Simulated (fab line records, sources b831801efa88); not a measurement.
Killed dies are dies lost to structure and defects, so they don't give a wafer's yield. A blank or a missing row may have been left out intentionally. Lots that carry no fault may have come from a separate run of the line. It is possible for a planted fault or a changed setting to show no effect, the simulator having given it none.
Struck lot and sound lot, side by side + flow sky130 + 23 steps out of a route of 708
Sound: wafers L566.1, L566.2, L566.3. Wafers struck: L582.1, L582.3, L582.6. The cause comes at the end.
For every step that has rows: the tool of each side, followed by ch and its chambers, followed by its first start. Under that, the readings that differ: sound wafers + struck wafers + difference of the means + sigmas: that difference in standard deviations of wafers without a fault.
alike: words and numbers the same on both sides, and readings whose means are apart by under 2 such deviations; not compared: readings that were withheld, readings missing a value for some wafer, numbers with overlapping values and no deviation given by the record, and bounds like >300 which may hide the same value.
A row with sigmas, a row that says differs or no value, or rows on one side alone: a step with any of these is where the two part. When numbers do not overlap yet have no deviation, they are printed without sigmas and do not part them. A reading that every wafer of one side lacks parts them only if that side has two wafers or more.

first, 1 step without rows for these wafers: SKY_CONTACT_CMP_27 (polishes, stops on SiO2, t overpolish 15 s, target thk 0 nm).
SKY_METAL1_SPUTTER_00: material Ti, target thk 15 nm, time 10 s.
  sound on pvd-sputter-01 at day 31 22:40; struck on pvd-sputter-01 at day 37 15:57
  alike: throttle-valve-pct
then, 1 step without rows for these wafers: SKY_METAL1_SPUTTER_01 (material TiN, target thk 20 nm, time 16.7 s).
SKY_METAL1_SPUTTER_02: material AlCu, target thk 250 nm, time 13.3 s.
  sound on pvd-sputter-01 at day 31 22:43; struck on pvd-sputter-01 at day 37 16:00
  alike: throttle-valve-pct
SKY_METAL1_SPUTTER_03: material Ti, target thk 5 nm, time 3.3 s.
  sound on pvd-sputter-01 at day 31 22:45; struck on pvd-sputter-01 at day 37 16:02
  alike: throttle-valve-pct
SKY_METAL1_SPUTTER_04: material TiN, target thk 70 nm, time 58.3 s.
  sound on pvd-sputter-01 at day 31 22:46; struck on pvd-sputter-01 at day 37 16:02
  alike: throttle-valve-pct
SKY_METAL1_RS_MEAS_05: measurement is done with a four-point probe.
  sound on film-metro-03 at day 31 22:49; struck on film-metro-03 at day 37 16:05
  alike: METAL1_ALCU_RS
SKY_METAL1_THK_MEAS_06: measures by xrf.
  sound on film-metro-03 at day 31 22:56; struck on film-metro-03 at day 37 16:13
| reading              | sound             | struck            | difference | sigmas |
|----------------------|-------------------|-------------------|------------|--------|
| METAL1_ALCU_THK (nm) | 252.1 253.2 252.2 | 257.5 260.5 259.8 | +6.8       | +2     |
then, 4 steps without rows for these wafers: SKY_METAL1_DEHYDRATE_07 (time 60 s); SKY_METAL1_HMDS_08 (prime time 60 s); SKY_METAL1_COAT_09 (resist thk 60 nm); SKY_METAL1_COAT_10 (resist thk 450 nm).
SKY_METAL1_SOFTBAKE_11: time 90 s.
  sound on litho-track-03 ch 0, day 32 12:00; struck on litho-track-01 ch 0, day 38 04:00
| reading                                       | sound               | struck               | difference | sigmas |
|-----------------------------------------------|---------------------|----------------------|------------|--------|
| heater-power-total-W (W)                      | 57.61 57.43 57.55   | 61.07 61.08 61.08    | +3.55      | +30    |
| plate-temp-C (C)                              | 99.94 100.03 100.09 | 104.57 104.75 104.61 | +4.62      | +36    |
| model.KrF-thick_of_METAL1_COAT_10.thk-nm (nm) | 449.6 449.7 449.8   | 447.4 447.2 447.2    | -2.4       |        |
then, 3 steps without rows for these wafers: SKY_METAL1_EXPOSE_12 (exposes mask MM1, target cd 140 nm); SKY_METAL1_PEB_13; SKY_METAL1_DEVELOP_14 (develop time 60 s).
SKY_METAL1_CD_MEAS_15 targets a cd of 140 nm.
  sound on cd-sem-02 at day 33 02:07; struck on cd-sem-02 at day 38 17:44
  alike: cd-nm
SKY_METAL1_OVL_MEAS_16:
  sound on overlay-02 at day 33 02:14; struck on overlay-01 at day 38 17:51
  alike: METAL1_OVL
SKY_METAL1_DESCUM_17: chemistry O2, time 8 s.
  sound on rie-metal-01 ch 0,1, day 33 02:17; struck on rie-metal-02 ch 0, day 38 17:53
  alike: drypump-motor-current-A, oes-product-au
  not compared: rf-hours-counter-h, model.METAL1.cd-nm
SKY_METAL1_ETCH_18: etches BARC in N2/H2, stops on SiO2, time 45.9 s, target depth 60 nm.
  sound on rie-metal-01 ch 0,1, day 33 02:19; struck on rie-metal-02 ch 0, day 38 17:55
| reading                                       | sound             | struck        | difference | sigmas |
|-----------------------------------------------|-------------------|---------------|------------|--------|
| model.KrF-thick_of_METAL1_COAT_10.thk-nm (nm) | 392.5 392.4 392.3 | 391 391 390.7 | -2         |        |
  alike: drypump-motor-current-A, oes-product-au, throttle-valve-pct
  not compared: rf-hours-counter-h
SKY_METAL1_METAL_ETCH_19: etches the open film in Cl2/BCl3, stops on SiO2, target depth 360 nm, time 78 s.
  sound on rie-metal-01 ch 0,1, day 33 02:22; struck on rie-metal-02 ch 0, day 38 17:59
  alike: bcl3-flow-sccm, drypump-motor-current-A, oes-product-au, throttle-valve-pct
  not compared: rf-hours-counter-h, model.METAL1.cd-nm
SKY_METAL1_STRIP_20: strips in O2/N2.
  sound on plasma-asher-02 ch 0,1, day 33 02:28; struck on plasma-asher-02 ch 0,1, day 38 18:04
  alike: drypump-motor-current-A, o2-flow-sccm, oes-product-au, strip-time-to-endpoint-s
  not compared: rf-hours-counter-h
-- the record jumps here: 11 days lie between the struck wafers' starts before and after (it left off in module METAL1 and takes up again in module PAD_OPEN, whose first step shown is number 708 of the route) --
SKY_PAD_OPEN_PROBE_99:
  the record has rows for the struck wafers here (prober-01, day 50 02:35) and none for the sound ones

WHERE THEY PART
First at SKY_METAL1_THK_MEAS_06; last, within this record, at SKY_PAD_OPEN_PROBE_99.

WHY: the cause the simulator had injected
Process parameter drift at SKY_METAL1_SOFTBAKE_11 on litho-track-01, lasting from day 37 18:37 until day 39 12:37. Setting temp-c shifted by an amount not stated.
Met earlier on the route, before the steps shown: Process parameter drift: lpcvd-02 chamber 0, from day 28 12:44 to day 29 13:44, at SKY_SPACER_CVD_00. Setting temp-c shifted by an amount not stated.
